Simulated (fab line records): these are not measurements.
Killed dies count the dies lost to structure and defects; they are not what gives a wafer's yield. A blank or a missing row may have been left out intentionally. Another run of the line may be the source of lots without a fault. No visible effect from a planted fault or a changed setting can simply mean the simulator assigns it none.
Comparing a struck lot with a sound one | flow sfqLine | 13 out of 325 route steps
Sound: wafers L997.1, L997.3, L997.6. The struck wafers were L102.1, L102.3, L102.4. The cause is named last.
Order at every step that has rows: each side's tool, ch and its chambers, its first start. Under that, the readings that differ: sound wafers | struck wafers | difference of the means | sigmas: that difference in standard deviations of wafers without a fault.
alike: a reading whose means differ by less than 2 such deviations, as well as words and numbers matching on both sides. not compared: withheld readings; readings where some wafer has no value; bounds like >300 that might hide an equal value; numbers whose values overlap and for which the record gives no deviation.
A row with sigmas, a row that says differs or no value, or rows on one side alone: a step with any of these is where the two part. When numbers do not overlap yet have no deviation, they are printed without sigmas and do not part them. Lack of a reading on every wafer of one side parts them only where that side has two or more wafers.

SFQ_TRILAYER_C5_BARC_OPEN_VIA_ETCH_210: etches BARC in O2, target depth 125 nm, time 41.7 s.
  sound on rieDiel-02 ch 1,3, day 61 17:03; struck on rieDiel-04 ch 0,2,3, day 63 22:58
  alike: chamberPressureMTorr, drypumpMotorCurrentA, oesProductAu
  not compared: rfHoursCounterH
SFQ_TRILAYER_C5_ETCH_VIA_ETCH_154: etches SiO2 in CHF3, stops on Nb, target depth 84 nm.
  sound on rieDiel-02 ch 1,3, day 61 17:05; struck on rieDiel-04 ch 0,2,3, day 63 23:00
  alike: chamberPressureMTorr, drypumpMotorCurrentA, oesProductAu
SFQ_TRILAYER_C5_STRIP_STRIP_155: strips in O2.
  sound on rieMetal-03 ch 1, day 61 17:08; struck on rieMetal-04 ch 0,1, day 63 23:02
  alike: chamberPressureMTorr, drypumpMotorCurrentA, oesProductAu
  not compared: rfHoursCounterH
then, 2 steps without rows for these wafers: SFQ_TRILAYER_C5_STRIP_SOLV_CLEAN_156 (cleans in NMP, time 600 s); SFQ_TRILAYER_M6_DEP_PRE_CLEAN_158 (time 22.5 s).
SFQ_TRILAYER_M6_DEP_SPUTTER_157: material Nb, target thk 200 nm, time 133.3 s.
  sound on pvdSputter-03, day 61 17:56; struck on pvdSputter-05, day 63 23:52
  alike: throttleValvePct
SFQ_M6_RS_MEAS_938: measures by four-point-probe.
  sound on filmMetro-02, day 61 18:02; struck on filmMetro-02, day 63 23:57
  alike: M6_NB_RS
then, 4 steps without rows for these wafers: SFQ_TRILAYER_M6_LITHO_COAT_164 (resist thk 62 nm); SFQ_TRILAYER_M6_LITHO_COAT_159 (resist thk 609 nm); SFQ_TRILAYER_M6_LITHO_SOFTBAKE_163; SFQ_TRILAYER_M6_LITHO_EXPOSE_160 (exposes mask M6, target cd 500 nm).
-- the record jumps here: 5 days lie between the struck wafers' starts before and after --
SFQ_TRILAYER_M6_LITHO_PEB_162: peb time 60 s.
  struck on lithoTrack-01, day 68 23:29; sound on lithoTrack-04 ch 0, day 66 15:17
  no value came back on the struck wafers for chillPlateTempC (C), exhaustPa (Pa), heaterPowerTotalW (W); on the sound wafers chillPlateTempC (C) reads 22.82 22.92 22.96
then, 1 step without rows for these wafers: SFQ_TRILAYER_M6_LITHO_DEVELOP_161 (time 60 s).

== WHERE THEY PART ==
Within this record, at SFQ_TRILAYER_M6_LITHO_PEB_162 only.

WHY: what had been put in by the simulator
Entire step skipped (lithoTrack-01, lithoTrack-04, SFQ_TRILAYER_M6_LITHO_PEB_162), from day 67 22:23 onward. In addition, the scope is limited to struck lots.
